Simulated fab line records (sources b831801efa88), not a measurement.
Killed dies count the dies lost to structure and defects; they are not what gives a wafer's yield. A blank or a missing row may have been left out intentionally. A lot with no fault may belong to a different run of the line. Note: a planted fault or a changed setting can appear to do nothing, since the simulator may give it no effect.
fab line records	flow sky130
[record] lots = 5	wafers = 15	last_day = 49
route steps=708 shown SONOS_ONO@171 PAD_OPEN@708
lots with no fault: from the same line, run without faults
start_h: hours from the record's opening day to when the first of the lot's shown wafers began	wait_h: time in hours since the lot's previous step	" unchanged from the row above	L1.1+2: a row that stands for several wafers	- no value, or no start was given	* or withheld: withheld	< > ~ a bound
route shown NAME@n: names a module that has steps shown in the file, with the first one's number in the route	usual: mean/standard deviation of fault-free wafers	same: alike in all rows	chamber/n: place in a boat	sites: per-site readings	_std_site: how widely they spread, as a standard deviation	_edge_site: the outer-site mean with the inner-site mean subtracted	radius_mm: for every site, how far away it sits from the centre of the wafer	mask NAME#n: copy n	behind: the most recent tool/chamber to have shaped the wafer	hold: why the lot was held/for how many hours/how that ended	device: which transistor (n, p or np) failed to switch	end of line: the route-end tests of the same wafers	a step with no rows: only its recipe	killed: not the wafer's yield, but the dies lost to structure and defects at the first sort	map: shows each die of a wafer: x if killed, . if not, _ if none is there
set.NAME: the setting as run; set.NAME@STEP: as run at that earlier step	model.NAME: the simulator's own value behind a step, which no gauge read
lots at selected steps of the route; one table per step, one row per wafer
services: a tool's chamber out of use, with start hour (start_h, from the record's first day; less than 0 if before it), hours out, and reason
[[steps]]
[step SKY_SONOS_ONO_THK_MEAS_03]
[recipe] reads = Si3N4_of_SONOS_ONO_CVD_02
[usual] SONOS_ONO_CVD_02_THK = 10.51/0.13
lot.wafer	tool	chamber	start_h	wait_h	SONOS_ONO_CVD_02_THK[nm]
L901.1	film_metro-03	-	261.65	0.0	10.51
L901.4	"	-	"	"	10.47
L901.5	"	-	"	"	10.53
L907.1	film_metro-03	-	310.38	0.0	10.58
L907.4	"	-	"	"	10.45
L907.6	"	-	"	"	10.52
L917.2	film_metro-02	-	380.78	0.0	10.47
L917.4	"	-	"	"	10.52
L917.5	"	-	"	"	10.57
L919.2	film_metro-02	-	397.53	0.0	10.43
L919.4	"	-	"	"	10.52
L919.6	"	-	"	"	10.51
L920.1	film_metro-01	-	405.11	0.0	10.32
L920.4	"	-	"	"	10.42
L920.6	"	-	"	"	10.43
[step SKY_SONOS_ONO_CVD_04]
[recipe] material = SiO2	precursor = SiH4/N2O	target_thk_nm = 5.7199	temp_c = 900	pressure_mtorr = 400
[step SKY_SONOS_ONO_THK_MEAS_05]
[recipe] reads = SiO2_of_SONOS_ONO_CVD_04
[usual] SONOS_ONO_CVD_04_THK = 5.80/0.12
lot.wafer	tool	chamber	start_h	wait_h	SONOS_ONO_CVD_04_THK[nm]
L901.1	film_metro-01	-	262.96	0.0	6.08
L901.4	"	-	"	"	5.97
L901.5	"	-	"	"	6.02
L907.1	film_metro-02	-	311.75	0.1	5.85
L907.4	"	-	"	"	5.92
L907.6	"	-	"	"	5.98
L917.2	film_metro-02	-	382.09	0.0	5.86
L917.4	"	-	"	"	5.80
L917.5	"	-	"	"	5.81
L919.2	film_metro-02	-	398.84	0.0	5.97
L919.4	"	-	"	"	6.00
L919.6	"	-	"	"	5.97
L920.1	film_metro-01	-	406.42	0.0	5.62
L920.4	"	-	"	"	5.65
L920.6	"	-	"	"	5.63
[step SKY_SONOS_ONO_DEHYDRATE_06]
[recipe] temp_c = 200	time_s = 60
[step SKY_SONOS_ONO_HMDS_07]
[recipe] prime_time_s = 60	prime_temp_c = 120
[step SKY_SONOS_ONO_COAT_08]
[recipe] resist = NOVOLAK	spin_rpm = 3000	resist_thk_nm = 1140
[step SKY_SONOS_ONO_SOFTBAKE_09]
[recipe] temp_c = 90	time_s = 60	resist = NOVOLAK
[step SKY_SONOS_ONO_EXPOSE_10]
[recipe] mask_id = ONOM	target_cd_nm = 410	na = 0.6	source_shape = conventional	sigma_outer = 0.6	dose_mj = 150
[step SKY_SONOS_ONO_PEB_11]
[recipe] temp_c = withheld	time_s = *	resist = NOVOLAK
[step SKY_SONOS_ONO_DEVELOP_12]
[recipe] develop_time_s = 60	dev_temp_c = 23
[step SKY_SONOS_ONO_CD_MEAS_13]
[recipe] target_cd_nm = 410
[usual] cd_nm = 409.2/2.6
lot.wafer	tool	chamber	start_h	wait_h	cd_nm
L901.1	cd_sem-01	-	288.12	0.1	409.0
L901.4	"	-	"	"	410.8
L901.5	"	-	"	"	412.1
L907.1	cd_sem-01	-	336.31	0.1	411.0
L907.4	"	-	"	"	413.5
L907.6	"	-	"	"	409.9
L917.2	cd_sem-01	-	410.59	0.1	407.2
L917.4	"	-	"	"	408.8
L917.5	"	-	"	"	408.4
L919.2	cd_sem-02	-	428.64	0.1	412.1
L919.4	"	-	"	"	411.6
L919.6	"	-	"	"	409.0
L920.1	cd_sem-02	-	436.56	0.1	412.2
L920.4	"	-	"	"	410.7
L920.6	"	-	"	"	412.0
[step SKY_SONOS_ONO_OVL_MEAS_14]
[usual] SONOS_ONO_OVL = 0.9/1.3
lot.wafer	tool	chamber	start_h	wait_h	SONOS_ONO_OVL[nm]
L901.1	overlay-01	-	288.24	0.1	1.6
L901.4	"	-	"	"	2.3
L901.5	"	-	"	"	1.8
L907.1	overlay-01	-	336.43	0.1	1.1
L907.4	"	-	"	"	0.0
L907.6	"	-	"	"	0.4
L917.2	overlay-02	-	410.70	0.1	1.2
L917.4	"	-	"	"	0.9
L917.5	"	-	"	"	1.7
L919.2	overlay-01	-	428.75	0.1	2.7
L919.4	"	-	"	"	2.5
L919.6	"	-	"	"	2.1
L920.1	overlay-02	-	436.68	0.1	-0.7
L920.4	"	-	"	"	-0.4
L920.6	"	-	"	"	-1.8
[step SKY_SONOS_ONO_ETCH_15]
[recipe] target_depth_nm = 19.52	chemistry = CHF3/O2	source_w = 600	bias_w = 200	pressure_mtorr = 40	chf3_flow_sccm = 50	O2_flow_sccm = 5	time_s = 7.8
[usual] drypump_motor_current_A = 5.8/0.33	oes_product_au = 0.999/0.012	throttle_valve_pct = 8.824/0.01
lot.wafer	tool	chamber	start_h	wait_h	drypump_motor_current_A	oes_product_au	rf_hours_counter_h	throttle_valve_pct	model.SONOS_ONO.feature_depth_nm	model.etch.depth_nm	model.SiO2_of_NWELL_OXIDATION_01.thk_nm
L901.1	rie_diel-01	3	288.28	0.0	6.0	1.008	126	8.838	19.69	19.69	5.253
L901.4	"	2	"	"	5.3	0.992	1	8.829	19.36	19.36	5.508
L901.5	"	3	"	"	6.0	0.999	-	8.826	19.73	19.73	5.495
L907.1	rie_diel-04	1	336.47	0.0	5.5	0.999	29	8.826	17.92	17.92	5.963
L907.4	"	0	"	"	5.5	1.014	-	8.832	17.93	17.93	5.861
L907.6	"	1	"	"	5.5	1.007	-	8.832	19.72	19.72	5.701
L917.2	rie_diel-01	2	410.73	0.0	5.3	1.015	4	8.827	19.69	19.69	5.476
L917.4	"	0	"	"	6.2	1.001	9	8.816	19.53	19.53	5.534
L917.5	"	2	"	"	5.3	1.005	-	8.831	19.75	19.75	5.458
L919.2	rie_diel-04	3	428.78	0.0	5.3	0.984	100	8.812	18.96	18.96	5.655
L919.4	"	1	"	"	5.5	0.995	30	8.822	19.33	19.33	5.592
L919.6	"	1	"	"	5.5	1.009	-	8.831	19.48	19.48	5.56
L920.1	rie_diel-04	1	436.72	0.0	5.6	1.006	31	8.817	19.57	19.57	5.384
L920.4	"	2	"	"	5.6	1.005	-	8.816	19.73	19.73	5.286
L920.6	"	0	"	"	5.5	1.002	-	8.831	19.86	19.86	5.309
[step SKY_SONOS_ONO_WET_ETCH_16]
[recipe] chemistry = dHF	target_depth_nm = 14	dry = n2_spin	target = SiO2	dilution = 100:1	temp_c = 25	time_s = 280
[step SKY_PAD_OPEN_PROBE_99]
[usual] killed_at_M0_to_M3 = 43/6.1	killed_at_M4_up = 3.5/2	killed_at_contacts = 25/5.1	killed_at_front_end = 14/4.2	killed_at_other = 0.3/0.55	killed_dies = 86/8.3	killed_open = 46/7.2	killed_short = 39/6
[same] gross_dies = 492	killed_at_back_side = 0
lot.wafer	tool	chamber	start_h	wait_h	killed_at_M0_to_M3	killed_at_M4_up	killed_at_contacts	killed_at_front_end	killed_at_other	killed_dies	killed_open	killed_short
L907.1	prober-01	-	1123.94	0.1	41	3	18	14	0	76	31	45
L907.4	prober-01	-	1124.09	0.2	43	4	31	20	0	98	60	38
L907.6	prober-01	-	1124.19	0.2	31	4	21	19	0	75	35	40
L920.1	prober-01	-	1181.80	0.1	42	2	29	13	0	86	54	32
L920.4	prober-01	-	1181.95	0.2	49	4	25	11	1	90	54	35
L920.6	prober-01	-	1182.05	0.2	51	5	22	13	0	91	49	42
// killed by level:class
L907.1 CONTACT:geometric_particle:short=9 VIA1:geometric_particle:open=7 METAL2:geometric_particle:short=7 FIELD_ISO:geometric_particle:short=6 VIA3:geometric_particle:short=6 VIA2:geometric_particle:open=6 VIA3:geometric_particle:open=5 LOCAL_INTERCONNECT:geometric_particle:short=4
L907.4 VIA1:geometric_particle:open=12 VIA3:geometric_particle:open=9 CONTACT:geometric_particle:open=8 FIELD_ISO:geometric_particle:open=7 LOCAL_INTERCONNECT:geometric_particle:short=7 VIA2:geometric_particle:open=7 FIELD_ISO:geometric_particle:short=6 LI_CONTACT:geometric_particle:open=6
L907.6 LI_CONTACT:geometric_particle:short=7 VIA3:geometric_particle:open=7 FIELD_ISO:geometric_particle:short=6 METAL2:geometric_particle:short=6 FIELD_ISO:geometric_particle:open=5 LI_CONTACT:geometric_particle:open=5 POLY_GATE:geometric_particle:short=4 LOCAL_INTERCONNECT:geometric_particle:short=4
L920.1 CONTACT:geometric_particle:open=14 VIA2:geometric_particle:open=10 VIA1:geometric_particle:open=8 VIA3:geometric_particle:open=6 CONTACT:geometric_particle:short=5 METAL1:geometric_particle:short=5 FIELD_ISO:geometric_particle:short=4 LI_CONTACT:geometric_particle:open=4
L920.4 VIA1:geometric_particle:open=11 CONTACT:geometric_particle:open=10 VIA3:geometric_particle:open=9 CONTACT:geometric_particle:short=8 VIA2:geometric_particle:open=6 LI_CONTACT:geometric_particle:open=6 METAL1:geometric_particle:short=6 FIELD_ISO:geometric_particle:open=4
L920.6 VIA3:geometric_particle:open=13 CONTACT:geometric_particle:open=10 METAL1:geometric_particle:short=7 VIA1:geometric_particle:open=7 VIA2:geometric_particle:short=6 POLY_GATE:geometric_particle:short=5 METAL2:geometric_particle:short=5 VIA2:geometric_particle:open=5
[[services]]
tool	chamber	start_h	hours	kind
rie_diel-01	3	303.65	-	clean
rie_diel-01	3	303.65	18.8	scheduled_down
rie_diel-01	3	303.65	18.8	vent_cycle
rie_diel-04	3	335.28	2.7	repair
rie_diel-04	3	381.26	1.3	repair
rie_diel-04	-	424.97	0.2	repair
rie_diel-04	3	434.69	-	clean
rie_diel-04	3	434.69	17.4	scheduled_down
rie_diel-04	3	434.69	17.4	vent_cycle
[[key]]
first_sign none at tools or gauges
[model_effect] step = SKY_SONOS_ONO_ETCH_15	value = SONOS_ONO.feature_depth_nm	without = 19.79	struck = 17.92
met_at SKY_SONOS_ONO_ETCH_15
struck_wafers L907.1,L907.4
tester_left_out L907
[fault] kind = process_parameter_drift	tool = rie_diel-04	chamber = -	onset_h = 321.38	steps = SKY_SONOS_ONO_ETCH_15	channel = time_s	offset = *	shape = step	end_h = 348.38	scope = struck_wafers_only	acts_in = *	stated = *
// tester_left_out: of these lots the tester's yield and bins aren't shown, on N5 and GAA mostly nor the transistor test; their killed dies are dies lost to structure and defects alone, not to doping, threshold or leakage, so they don't give the yield
